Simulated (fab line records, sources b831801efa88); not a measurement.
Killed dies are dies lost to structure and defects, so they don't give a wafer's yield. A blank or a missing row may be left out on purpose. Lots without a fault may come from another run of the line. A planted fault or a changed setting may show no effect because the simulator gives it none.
fab line records | flow sfq_line
record lots=7 wafers=21 last_day=84
route steps=325 shown I4@176 JJ@178 M5@198 A5B@209 R5@212 M8@325
lots that met no fault: from a run of the same line without faults
start_h: hours from the record's first day to the start of the lot's first wafer shown | wait_h: hours since the lot's step before | " the same as in the row above | L1.1+2: a row that stands for several wafers | - no value, or no start given | * or withheld: withheld | < > ~ a bound
route shown NAME@n: a module of which the file shows steps, and the number in the route of the first | usual: mean/standard deviation of fault-free wafers | same: alike in all rows | chamber/n: place in a boat | sites: the reading at each site | _std_site: their standard deviation | _edge_site: outer sites' mean less inner sites' | radius_mm: how far each site lies from the wafer's centre | mask NAME#n: copy n | behind: the tool/chamber that last shaped the wafer | hold: why the lot was held/for how many hours/how that ended | device: the transistor (n, p or np) that didn't switch | end of line: the same wafers' tests at the end of the route | a step without rows: its recipe alone | killed: dies lost to structure and defects at the first sort, not the wafer's yield | map: a wafer's dies, x killed, . not, _ none there
set.NAME: the setting as run; set.NAME@STEP: as run at that earlier step | model.NAME: the simulator's own value behind a step, which no gauge read
lots at some steps of the route; a table a step, a row a wafer
services: from which hour (start_h, from the record's first day; less than 0 if before it) a tool's chamber was out of use, for how many hours, and why
## steps
# step SFQ_TRILAYER_I4_VIA_STRIP_STRIP_107
# recipe gas=O2 power_w=200 platen_temp_c=40 overash_fraction=0.65 chemistry=O2 pressure_mtorr=50
# step SFQ_TRILAYER_I4_VIA_STRIP_SOLV_CLEAN_108
# recipe chemistry=NMP temp_c=70 time_s=600
# step SFQ_TRILAYER_JJ_TRILAYER_DEP_PRE_CLEAN_113
# recipe gas=Ar time_s=22.5 bias_v=250
# step SFQ_TRILAYER_JJ_TRILAYER_DEP_SPUTTER_109
# recipe material=Nb base_pressure_pa=1.33e-06 chamber_pressure_pa=0.1333 substrate_temp_c=20 target_thk_nm=150 power_w=2000 time_s=100
# step SFQ_TRILAYER_JJ_TRILAYER_DEP_SPUTTER_110
# recipe material=Al base_pressure_pa=1.33e-06 target_thk_nm=8 power_w=500 time_s=10 chamber_pressure_pa=0.4
# step SFQ_TRILAYER_JJ_TRILAYER_DEP_AL_OXIDATION_111
# recipe pressure_mbar=0.014667 oxidation_time_s=600 temperature_k=293
# step SFQ_TRILAYER_JJ_TRILAYER_DEP_SPUTTER_112
# recipe material=Nb base_pressure_pa=1.33e-06 chamber_pressure_pa=0.1333 substrate_temp_c=20 target_thk_nm=170 power_w=2000 time_s=113.3
# step SFQ_JJ_RS_MEAS_929
# recipe thk_meas_gauge=four-point-probe reads=Nb_of_TRILAYER_JJ_TRILAYER_DEP_SPUTTER_112
# usual JJ_NB_RS=1.046/0.0097
# columns lot.wafer tool chamber start_h wait_h JJ_NB_RS[ohm/sq]
L302.1 film_metro-03 - 1193.78 0.0 1.065
L302.2 " - " " 1.049
L302.4 " - " " 1.061
L304.1 film_metro-02 - 1242.81 0.0 1.046
L304.3 " - " " 1.047
L304.5 " - " " 1.040
L307.3 film_metro-04 - 1247.65 0.1 1.060
L307.4 " - " " 1.051
L307.6 " - " " 1.051
L308.2 film_metro-02 - 1248.83 0.1 1.045
L308.5 " - " " 1.045
L308.6 " - " " 1.052
L309.1 film_metro-02 - 1258.41 0.0 1.061
L309.3 " - " " 1.053
L309.5 " - " " 1.051
L318.1 film_metro-04 - 1304.47 0.0 1.048
L318.2 " - " " 1.033
L318.3 " - " " 1.030
L321.4 film_metro-02 - 1321.12 0.1 1.041
L321.5 " - " " 1.040
L321.6 " - " " 1.039
# step SFQ_TRILAYER_JJ_CE_LITHO_COAT_119
# recipe resist=BARC spin_rpm=2968 resist_thk_nm=62
# step SFQ_TRILAYER_JJ_CE_LITHO_COAT_114
# recipe resist=KrF spin_rpm=3000 resist_thk_nm=600
# step SFQ_TRILAYER_JJ_CE_LITHO_SOFTBAKE_118
# recipe temp_c=withheld time_s=withheld resist=KrF
# step SFQ_TRILAYER_JJ_CE_LITHO_EXPOSE_115
# recipe mask_id=J5 na=0.6 source_shape=conventional sigma_outer=0.65 target_cd_nm=700 dose_mj=14.4
# usual exposure_dose_mJ_cm2=14.401/0.014
# columns lot.wafer tool chamber start_h wait_h mask exposure_dose_mJ_cm2
L302.1 krf_scanner-01 0 1198.31 - J5#0 14.412
L302.2 " 0 " " J5#0 14.386
L302.4 " 0 " " J5#0 14.428
L304.1 krf_scanner-02 0 1247.54 - J5#0 14.406
L304.3 " 0 " " J5#0 14.401
L304.5 " 0 " " J5#0 14.406
L307.3 krf_scanner-02 0 1251.54 - J5#0 14.660
L307.4 " 0 " " J5#0 14.683
L307.6 " 0 " " J5#0 14.649
L308.2 krf_scanner-02 0 1253.74 - J5#0 14.660
L308.5 " 0 " " J5#0 14.659
L308.6 " 0 " " J5#0 14.680
L309.1 krf_scanner-02 0 1259.34 - J5#0 14.667
L309.3 " 0 " " J5#0 14.662
L309.5 " 0 " " J5#0 14.686
L318.1 krf_scanner-01 0 1305.60 - J5#0 14.418
L318.2 " 0 " " J5#0 14.406
L318.3 " 0 " " J5#0 14.423
L321.4 krf_scanner-01 0 1330.59 - J5#0 14.401
L321.5 " 0 " " J5#0 14.401
L321.6 " 0 " " J5#0 14.376
# step SFQ_TRILAYER_JJ_CE_LITHO_PEB_117
# recipe peb_temp_c=115 peb_time_s=60 resist=KrF
# step SFQ_TRILAYER_JJ_CE_LITHO_DEVELOP_116
# recipe time_s=60 resist=KrF
# step SFQ_JJ_OVL_MEAS_931
# usual J5_OVL=-2/4.8
# columns lot.wafer tool chamber start_h wait_h J5_OVL[nm]
L302.1 overlay-01 - 1199.81 0.1 -3
L302.2 " - " " -3
L302.4 " - " " -2
L304.1 overlay-01 - 1249.04 0.1 -3
L304.3 " - " " -5
L304.5 " - " " -3
L307.3 overlay-02 - 1252.65 0.1 -2
L307.4 " - " " -8
L307.6 " - " " -1
L308.2 overlay-02 - 1255.05 0.1 -3
L308.5 " - " " 2
L308.6 " - " " -9
L309.1 overlay-02 - 1260.84 0.1 -2
L309.3 " - " " -10
L309.5 " - " " -2
L318.1 overlay-02 - 1307.10 0.1 -7
L318.2 " - " " -3
L318.3 " - " " -12
L321.4 overlay-02 - 1331.51 0.1 -8
L321.5 " - " " -8
L321.6 " - " " -5
# step SFQ_TRILAYER_JJ_CE_METRO_MEASURE_117
# step SFQ_TRILAYER_JJ_CE_BARC_OPEN_RIE_150
# recipe mask_material=PR chemistry=O2 target_depth_nm=240 target=BARC icp_w=600 bias_w=80 pressure_mtorr=10 time_s=80
# usual drypump_motor_current_A=5.7/0.45 oes_product_au=0.538/0.0049
# columns lot.wafer tool chamber start_h wait_h drypump_motor_current_A oes_product_au rf_hours_counter_h
L302.1 rie_metal-03 0 1201.05 1.0 5.2 0.527 54
L302.2 " 1 " " 6.0 0.536 15
L302.4 " 0 " " 5.1 0.534 -
L304.1 rie_metal-04 0 1250.28 1.0 5.8 0.531 110
L304.3 " 1 " " 5.5 0.537 -
L304.5 " 1 " " 5.5 0.539 -
L307.3 rie_metal-02 0 1253.92 0.6 6.7 0.525 -
L307.4 " 1 " " 5.4 0.539 -
L307.6 " 0 " " 6.7 0.541 -
L308.2 rie_metal-02 1 1256.28 0.8 5.4 0.544 127
L308.5 " 0 " " 6.7 0.537 -
L308.6 " 1 " " 5.4 0.545 -
L309.1 rie_metal-03 1 1262.07 1.0 5.9 0.537 24
L309.3 " 1 " " 6.0 0.541 -
L309.5 " 0 " " 5.2 0.534 -
L318.1 rie_metal-03 0 1308.34 1.0 5.1 0.548 68
L318.2 " 1 " " 5.9 0.542 33
L318.3 " 1 " " 6.0 0.533 -
L321.4 rie_metal-03 1 1332.76 0.4 6.0 0.529 -
L321.5 " 0 " " 5.1 0.537 -
L321.6 " 1 " " 5.9 0.534 -
# step SFQ_TRILAYER_JJ_CE_ETCH_RIE_118
# recipe target=Nb stop_on=Al2O3 mask_material=PR taper_deg=13.257 over_etch_frac=0.15 time_s=97.7 chemistry=SF6 target_depth_nm=170 icp_w=600 bias_w=80 pressure_mtorr=10
# usual drypump_motor_current_A=5.7/0.44 oes_product_au=0.988/0.0067
# columns lot.wafer tool chamber start_h wait_h drypump_motor_current_A oes_product_au rf_hours_counter_h
L302.1 rie_metal-03 0 1201.14 0.1 5.1 0.989 54
L302.2 " 1 " " 6.0 0.996 16
L302.4 " 0 " " 5.2 0.996 -
L304.1 rie_metal-04 0 1250.37 0.1 5.8 0.997 110
L304.3 " 1 " " 5.5 0.982 -
L304.5 " 1 " " 5.5 0.987 -
L307.3 rie_metal-02 0 1254.05 0.1 6.7 0.974 -
L307.4 " 1 " " 5.4 0.984 -
L307.6 " 0 " " 6.7 0.991 -
L308.2 rie_metal-02 1 1256.40 0.1 5.4 0.985 127
L308.5 " 0 " " 6.7 0.977 -
L308.6 " 1 " " 5.4 0.985 -
L309.1 rie_metal-03 1 1262.17 0.1 6.0 0.994 24
L309.3 " 1 " " 6.0 0.984 -
L309.5 " 0 " " 5.1 0.992 -
L318.1 rie_metal-03 0 1308.43 0.1 5.1 0.997 68
L318.2 " 1 " " 6.0 0.995 33
L318.3 " 1 " " 6.0 0.993 -
L321.4 rie_metal-03 1 1332.86 0.1 6.0 0.982 -
L321.5 " 0 " " 5.2 1.002 -
L321.6 " 1 " " 6.0 0.985 -
# step SFQ_TRILAYER_JJ_ANODIZE_ANODIZE_119
# recipe current_density_ma_cm2=withheld end_current_density_ma_cm2=withheld bath_temp_c=withheld
# step SFQ_TRILAYER_JJ_CE_STRIP_STRIP_120
# recipe gas=O2 power_w=200 platen_temp_c=40 overash_fraction=0.65 chemistry=O2 pressure_mtorr=50
# step SFQ_TRILAYER_JJ_CE_STRIP_SOLV_CLEAN_121
# recipe chemistry=NMP temp_c=70 time_s=600
# step SFQ_TRILAYER_M5_LITHO_COAT_128
# recipe resist=BARC spin_rpm=3000 resist_thk_nm=62
# step SFQ_TRILAYER_M5_LITHO_COAT_123
# recipe resist=KrF spin_rpm=3000 resist_thk_nm=600
# step SFQ_TRILAYER_M5_LITHO_SOFTBAKE_127
# recipe temp_c=withheld time_s=withheld resist=KrF
# step SFQ_TRILAYER_M5_LITHO_EXPOSE_124
# recipe mask_id=M5 na=0.6 source_shape=conventional sigma_outer=0.65 target_cd_nm=700 dose_mj=14.4
# step SFQ_TRILAYER_M5_LITHO_PEB_126
# recipe peb_temp_c=115 peb_time_s=60 resist=KrF
# step SFQ_TRILAYER_M5_LITHO_DEVELOP_125
# recipe time_s=60 resist=KrF
# step SFQ_M5_OVL_MEAS_932
# usual M5_OVL=1/4.8
# columns lot.wafer tool chamber start_h wait_h M5_OVL[nm]
L302.1 overlay-01 - 1205.94 0.1 10
L302.2 " - " " 3
L302.4 " - " " 9
L304.1 overlay-01 - 1376.77 0.1 5
L304.3 " - " " 0
L304.5 " - " " 0
L307.3 overlay-02 - 1385.18 0.1 -1
L307.4 " - " " -1
L307.6 " - " " -2
L308.2 overlay-02 - 1387.57 0.1 0
L308.5 " - " " 2
L308.6 " - " " 3
L309.1 overlay-01 - 1393.57 0.1 6
L309.3 " - " " 5
L309.5 " - " " 0
L318.1 overlay-01 - 1424.89 0.1 2
L318.2 " - " " -1
L318.3 " - " " -2
L321.4 overlay-02 - 1444.23 0.1 -1
L321.5 " - " " 3
L321.6 " - " " 2
# step SFQ_TRILAYER_M5_BARC_OPEN_METAL_ETCH_161
# recipe mask_material=PR chemistry=O2 target_depth_nm=125 target=BARC icp_w=600 bias_w=80 pressure_mtorr=10.34 time_s=41.7
# usual drypump_motor_current_A=5.7/0.34 oes_product_au=0.685/0.0044
# columns lot.wafer tool chamber start_h wait_h drypump_motor_current_A oes_product_au rf_hours_counter_h
L302.1 rie_metal-04 1 1205.98 0.0 5.5 0.690 79
L302.2 " 0 " " 5.8 0.685 104
L302.4 " 1 " " 5.5 0.688 -
L304.1 rie_metal-04 1 1376.80 0.0 5.5 0.682 107
L304.3 " 0 " " 5.8 0.686 -
L304.5 " 1 " " 5.5 0.684 -
L307.3 rie_metal-03 0 1385.22 0.0 5.2 0.682 -
L307.4 " 1 " " 6.0 0.684 -
L307.6 " 0 " " 5.2 0.684 -
L308.2 rie_metal-01 1 1387.60 0.0 6.1 0.689 75
L308.5 " 1 " " 6.1 0.689 -
L308.6 " 0 " " 5.9 0.685 -
L309.1 rie_metal-03 0 1393.60 0.0 5.1 0.684 79
L309.3 " 0 " " 5.1 0.687 -
L309.5 " 1 " " 5.9 0.685 -
L318.1 rie_metal-03 1 1424.93 0.0 5.9 0.686 48
L318.2 " 0 " " 5.2 0.681 82
L318.3 " 1 " " 6.0 0.684 -
L321.4 rie_metal-03 1 1444.27 0.0 6.0 0.685 -
L321.5 " 1 " " 6.0 0.677 -
L321.6 " 0 " " 5.1 0.694 -
# step SFQ_TRILAYER_M5_ETCH_METAL_ETCH_126
# recipe target=Nb stop_on=SiO2 mask_material=PR over_etch_frac=0.15 time_s=203.2 chemistry=Cl2/BCl3 target_depth_nm=265 icp_w=600 bias_w=80 pressure_mtorr=10
# step SFQ_TRILAYER_M5_STRIP_STRIP_127
# recipe gas=O2 power_w=200 platen_temp_c=40 overash_fraction=0.65 chemistry=O2 pressure_mtorr=50
# step SFQ_TRILAYER_M5_STRIP_SOLV_CLEAN_128
# recipe chemistry=NMP temp_c=70 time_s=600
# step SFQ_TRILAYER_A5B_DEP_PECVD_129
# recipe material=SiO2 temp_c=150 time_s=133.33 pressure_torr=2.4 rf_w=183.3 precursor=SiH4/N2O target_thk_nm=600
# step SFQ_TRILAYER_A5B_CMP_CMP_130
# recipe stop_on=Nb down_force_psi=3.144 platen_rpm=60 target_thk_nm=340.7
# usual motor_current_A=10.3/0.72
# columns lot.wafer tool chamber start_h wait_h motor_current_A
L302.1 cmp-02 0 1219.01 12.0 10.6
L302.4 " 1 " " 9.3
L302.2 " 3 1220.51 13.5 10.7
L304.3 cmp-02 3 1377.92 0.0 11.1
L304.1 " 1 1378.92 1.0 9.4
L304.5 " 0 1380.42 2.5 10.4
L307.3 cmp-01 2 1386.82 0.5 10.7
L307.4 " 0 1387.82 1.5 11.1
L307.6 " 1 " " 10.7
L308.2 cmp-01 3 1389.82 1.1 9.9
L308.6 " 2 1391.32 2.6 10.8
L308.5 " 3 " " 9.8
L309.1 cmp-01 0 1394.90 0.0 10.8
L309.3 " 1 " " 10.5
L309.5 " 1 1397.40 2.5 11.0
L318.3 cmp-02 3 1426.56 0.2 10.8
L318.1 " 0 " " 10.4
L318.2 " 1 " " 9.7
L321.4 cmp-02 0 1452.02 6.6 10.7
L321.5 " 2 1453.02 7.6 8.8
L321.6 " 3 " " 10.8
# step SFQ_TRILAYER_A5B_METRO_MEASURE_131
# step SFQ_TRILAYER_R5_DEP_SPUTTER_132
# recipe material=Ti base_pressure_pa=1.33e-06 target_thk_nm=5 power_w=2000 time_s=5 chamber_pressure_pa=0.4
# step SFQ_TRILAYER_R5_DEP_SPUTTER_133
# recipe material=MoNx base_pressure_pa=1.33e-06 target_thk_nm=40 power_w=1000 time_s=66.7 chamber_pressure_pa=0.4
# usual throttle_valve_pct=30.0/1.3
# columns lot.wafer tool chamber start_h wait_h throttle_valve_pct
L302.1 pvd_sputter-05 - 1223.23 0.0 30.8
L302.2 " - " " 31.0
L302.4 " - " " 30.6
L304.1 pvd_sputter-05 - 1382.14 0.0 30.7
L304.3 " - " " 30.6
L304.5 " - " " 28.6
L307.3 pvd_sputter-06 - 1390.54 0.0 30.7
L307.4 " - " " 27.7
L307.6 " - " " 28.8
L308.2 pvd_sputter-04 - 1393.54 0.0 31.6
L308.5 " - " " 29.8
L308.6 " - " " 32.1
L309.1 pvd_sputter-05 - 1399.12 0.0 30.5
L309.3 " - " " 30.8
L309.5 " - " " 28.8
L318.1 pvd_sputter-04 - 1430.78 0.0 32.0
L318.2 " - " " 31.9
L318.3 " - " " 29.7
L321.4 pvd_sputter-06 - 1455.24 0.0 30.8
L321.5 " - " " 27.7
L321.6 " - " " 28.8
# step SFQ_TRILAYER_R5_DEP_SPUTTER_134
# recipe material=Ti base_pressure_pa=1.33e-06 target_thk_nm=5 power_w=2000 time_s=5 chamber_pressure_pa=0.4
# step SFQ_R5_RS_MEAS_933
# recipe thk_meas_gauge=four-point-probe reads=Ti_of_TRILAYER_R5_DEP_SPUTTER_134+MoNx_of_TRILAYER_R5_DEP_SPUTTER_133+Ti_of_TRILAYER_R5_DEP_SPUTTER_132
# usual R5_MONX_RS=7.07/0.079
# columns lot.wafer tool chamber start_h wait_h R5_MONX_RS[ohm/sq]
L302.1 film_metro-02 - 1223.30 0.0 7.06
L302.2 " - " " 7.06
L302.4 " - " " 6.99
L304.1 film_metro-03 - 1382.21 0.0 7.19
L304.3 " - " " 7.09
L304.5 " - " " 7.06
L307.3 film_metro-02 - 1390.65 0.0 7.14
L307.4 " - " " 7.11
L307.6 " - " " 7.12
L308.2 film_metro-03 - 1393.63 0.0 6.99
L308.5 " - " " 7.11
L308.6 " - " " 7.05
L309.1 film_metro-01 - 1399.19 0.0 7.06
L309.3 " - " " 7.18
L309.5 " - " " 7.04
L318.1 film_metro-02 - 1430.86 0.0 7.00
L318.2 " - " " 7.08
L318.3 " - " " 7.03
L321.4 film_metro-02 - 1455.37 0.1 6.96
L321.5 " - " " 6.91
L321.6 " - " " 6.90
# step SFQ_R5_THK_MEAS_934
# recipe thk_meas_gauge=xrf reads=MoNx_of_TRILAYER_R5_DEP_SPUTTER_133
# usual R5_MONX_THK=40.2/0.56
# columns lot.wafer tool chamber start_h wait_h R5_MONX_THK[nm]
L302.1 film_metro-02 - 1223.42 0.1 40.5
L302.2 " - " " 40.5
L302.4 " - " " 41.1
L304.1 film_metro-03 - 1382.33 0.1 39.3
L304.3 " - " " 39.8
L304.5 " - " " 40.1
L307.3 film_metro-02 - 1390.75 0.1 39.6
L307.4 " - " " 39.7
L307.6 " - " " 39.6
L308.2 film_metro-03 - 1393.74 0.1 40.6
L308.5 " - " " 39.8
L308.6 " - " " 40.2
L309.1 film_metro-01 - 1399.31 0.1 40.4
L309.3 " - " " 39.4
L309.5 " - " " 40.4
L318.1 film_metro-02 - 1430.98 0.1 40.8
L318.2 " - " " 40.3
L318.3 " - " " 40.5
L321.4 film_metro-02 - 1455.46 0.1 41.0
L321.5 " - " " 41.4
L321.6 " - " " 41.4
# step SFQ_TRILAYER_R5_LITHO_COAT_141
# recipe resist=BARC spin_rpm=3000 resist_thk_nm=62
# step SFQ_M8_BOW_MEAS_951
# recipe mode=bow
# usual M8_BOW=10/9.7
# columns lot.wafer tool chamber start_h wait_h M8_BOW[um] model.etest.jj.g_times
L302.1 film_metro-03 - 1893.75 0.0 -4 1.001
L302.2 " - " " -10 0.9989
L302.4 " - " " -15 1.002
L304.1 film_metro-04 - 1933.60 0.0 10 0.993
L304.3 " - " " 4 0.9963
L304.5 " - " " 6 0.9951
L307.3 film_metro-01 - 1954.56 0.0 8 1.001
L307.4 " - " " 26 0.9873
L307.6 " - " " 10 0.994
L308.2 film_metro-01 - 1971.36 0.0 3 0.992
L308.5 " - " " 3 0.9921
L308.6 " - " " 9 0.989
L309.1 film_metro-03 - 1972.52 0.0 24 0.9852
L309.3 " - " " 22 0.9833
L309.5 " - " " 12 0.9862
L318.1 film_metro-04 - 2017.10 0.0 24 1.003
L318.2 " - " " 13 0.996
L318.3 " - " " 19 1.001
L321.4 film_metro-03 - 2025.69 0.1 16 1.001
L321.5 " - " " 10 1.004
L321.6 " - " " 16 1.002
## services
# columns tool chamber start_h hours kind
krf_scanner-01 - 1174.72 11.6 pm
rie_metal-03 - 1186.53 2.8 pm
krf_scanner-01 - 1187.20 0.5 repair
krf_scanner-01 - 1191.31 1.0 pm
rie_metal-04 - 1200.38 0.2 repair
krf_scanner-02 - 1204.64 4.0 pm
krf_scanner-02 - 1208.83 1.6 repair
krf_scanner-02 - 1225.26 0.2 repair
krf_scanner-02 - 1228.57 1.3 pm
cmp-02 - 1238.16 0.3 repair
rie_metal-03 - 1249.23 1.4 pm
rie_metal-03 0 1285.36 17.0 repair
rie_metal-03 1 1295.89 2.4 repair
rie_metal-03 - 1315.40 0.2 repair
cmp-02 - 1317.50 0.8 repair
krf_scanner-02 - 1341.09 1.0 pm
krf_scanner-02 - 1349.29 4.4 pm
rie_metal-04 - 1351.83 2.8 pm
rie_metal-02 - 1353.59 0.8 repair
cmp-02 - 1401.47 0.7 repair
krf_scanner-02 - 1402.87 0.8 pm
krf_scanner-02 - 1403.62 1.3 pm
cmp-02 - 1432.56 4.0 pm
cmp-02 - 1442.56 5.5 pm
## key
first_sign step=SFQ_TRILAYER_JJ_CE_LITHO_EXPOSE_115 reading=exposure_dose_mJ_cm2 direction=up sigmas=19 usual=14.401 struck=14.667
effect none on later readings
model_effect step=SFQ_M8_BOW_MEAS_951 value=etest.jj.g_times without=0.9985 struck=0.99
met_at SFQ_TRILAYER_JJ_CE_LITHO_EXPOSE_115
struck_wafers L307.3,L307.4,L307.6,L308.2,L308.5,L308.6,L309.1,L309.3,L309.5
fault kind=process_parameter_drift tool=krf_scanner-02 chamber=- onset_h=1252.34 steps=SFQ_TRILAYER_JJ_CE_LITHO_EXPOSE_115 channel=dose_mj offset=0.26699 shape=step acts_in=these_recipes_only stated=14.4
